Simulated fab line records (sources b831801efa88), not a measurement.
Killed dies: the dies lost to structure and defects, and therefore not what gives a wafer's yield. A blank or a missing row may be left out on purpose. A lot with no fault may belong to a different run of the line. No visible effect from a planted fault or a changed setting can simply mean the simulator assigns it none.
Problem report in the 8D (eight disciplines) form, filled by code -- flow gf180mcu -- the parts of the form that need people (team, actions taken, sign-off) are left out

## 1. PROBLEM STATEMENT
Mean NSD_RS at GF_PSD_RS_MEAS_14: 42.45 ohm/sq over 3 wafers in 3 lots; fault-free wafers: 46.18 ohm/sq, standard deviation 0.092. Relative to the usual mean, that is a shift of -41 standard deviations.
The step: measures by four-point-probe.
Earliest sighting: wafer L607.3 on film-metro-02 at day 18 10:40. The record has a number at this step for 39 wafers belonging to 14 lots. By rule, "out" or "out of limits" means more than 4 standard deviations away from the usual mean. The other wafers with a number count as sound.

## 2. WHAT IT IS; WHAT IT IS NOT
question,is,is not
which readings at this step,NSD_RS,-
which lots,"L607, L610, L612","L595, L596, L597, L598, L599, L600, L601, L602, L603, L604, L615"
which wafers of those lots,"L607.3, L610.3, L612.5","L607.4, L610.2, L612.2"
read on which gauges,film-metro-02,"film-metro-01, film-metro-03"
when,from day 18 10:40,"up to then (31 sound wafers); but 5 sound wafers of L610, L612, L615 came after"

## 3. THE SUSPECTS, EACH WITH WHAT RULES IT OUT
Counting: any tool at a process step up to the reading remains a suspect provided it ran every lot that is out. Sound lots after the first of them don't rule it out here, since some wafers of a struck lot are sound.
- the gauge at GF_PSD_RS_MEAS_14 has been ruled out. All the wafers that are out were read on film-metro-02, but those of them that GF_PSD_RTA_13 has rows for are out there too, on other tools.
- rtp-anneal-01 at GF_PSD_RTA_13 (time 20 s): kept. Ran every lot that is out, first one L607 (day 18 10:34); last sound lot up to then L603 (day 16 19:05). Its own readings are out on those wafers: run-length-s.
Remaining after the count: rtp-anneal-01 at GF_PSD_RTA_13.

## 4. THE CAUSE (what the simulator had put in)
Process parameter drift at GF_PSD_RTA_13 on rtp-anneal-01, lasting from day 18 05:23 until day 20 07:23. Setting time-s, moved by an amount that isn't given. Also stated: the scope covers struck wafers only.
After counting, this tool was the only one left.

## 5. THE EFFECT CHAIN, in route order
Each row: a reading whose mean over the struck wafers that have a number lies more than 3 standard deviations from the usual. Scope: only readings with a usual standard deviation given in the record; hours: median across lots of the time from each lot's start at the first step in this table that gives one to its start at this step; sigmas: change in usual standard deviations.
hours,step,reading,usual,on struck wafers,change,sigmas
0,GF_PSD_RTA_13,run-length-s,49.0 s,68.6,+19.6,+39
0,GF_PSD_RS_MEAS_14,NSD_RS,46.18 ohm/sq,42.45,-3.73,-41
0,GF_PSD_RS_MEAS_15,PSD_RS,108.62 ohm/sq,101.95,-6.67,-24
Process steps it contains:
- GF_PSD_RTA_13: time 20 s.

## 6. HOW IT WOULD HAVE BEEN CAUGHT EARLIER
In this record the first reading out of limits at a measuring or inspecting step was taken at day 18 10:40, 5 hours after the fault began at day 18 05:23.
The tool's own readings at GF_PSD_RTA_13 were out on every struck wafer that the step has a row for (run-length-s): an alarm limit on them would have fired on the first of those.
Of the lots that are out (3), L610, L612 began GF_PSD_RTA_13 on rtp-anneal-01 after day 18 10:40. A hold on the tool at that time would have spared those 2.
